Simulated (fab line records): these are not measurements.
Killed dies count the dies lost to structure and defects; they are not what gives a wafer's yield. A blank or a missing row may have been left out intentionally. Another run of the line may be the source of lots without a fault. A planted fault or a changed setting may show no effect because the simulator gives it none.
The same fault as seen by 2 desks | flow sky130 | only its own numbers are on each desk; what lay behind them is given at the end

== METROLOGY DESK ==
What the gauges read for every lot (on any tool): the sampled wafers with a number, averaged. A lot is out of limits, marked OUT, if its mean lies more than 4 standard deviations from the usual mean; the brackets give that distance.
Columns: A = VIA4_W_THK at SKY_VIA4_THK_MEAS_20, usual 509 nm; B = METAL5_ALCU_THK at SKY_METAL5_THK_MEAS_06, usual 1155 nm
lot  | first seen here | A   | B
L716 | day 43 17:46    | 511 | 1157
L717 | day 44 05:16    | 501 | 1158
L718 | day 44 09:52    | 503 | 1168
L720 | day 45 08:12    | 516 | 1155
L721 | day 45 12:17    | 523 | 1160
L722 | day 45 18:26    | 508 | 1165
L723 | day 45 20:00    | 509 | 1154
L727 | day 46 18:02    | 508 | 1170
L730 | day 47 11:19    | 519 | 1144
L733 | day 47 21:32    | 512 | 1164
L735 | day 48 11:11    | 513 | 1156
L737 | day 48 16:46    | 515 | 1137
L738 | day 49 01:28    | 514 | 1159
This desk found nothing out of limits on any of the 13 lots.

== FOR THE TOOL OWNER'S DESK: pvd_sputter-01 ==
The tool's own readings at SKY_METAL3_SPUTTER_03 (material Ti, target thk 5 nm, time 3.3 s): means of the sampled wafers that have a number, for each lot that ran on this tool. A lot is out of limits, marked OUT, if its mean lies more than 4 standard deviations from the usual mean; the brackets give that distance.
Columns: A = throttle_valve_pct at SKY_METAL3_SPUTTER_03, usual 29.9 %
lot  | first seen here | A
L716 | day 37 03:53    | 30.0
L717 | day 37 16:46    | 28.6
L720 | day 38 23:21    | 28.6
L721 | day 39 04:23    | 29.6
L723 | day 39 13:03    | 28.7
L727 | day 40 12:04    | 29.4
L730 | day 41 08:35    | 28.7
L733 | day 42 00:13    | 28.9
This desk found nothing out of limits on any of the 8 lots.

== TAKEN TOGETHER ==
At the metrology desk, nothing out of limits was observed.
Nothing out of limits was seen by the tool owner's desk.

== WHAT WAS PUT IN BY THE SIMULATOR ==
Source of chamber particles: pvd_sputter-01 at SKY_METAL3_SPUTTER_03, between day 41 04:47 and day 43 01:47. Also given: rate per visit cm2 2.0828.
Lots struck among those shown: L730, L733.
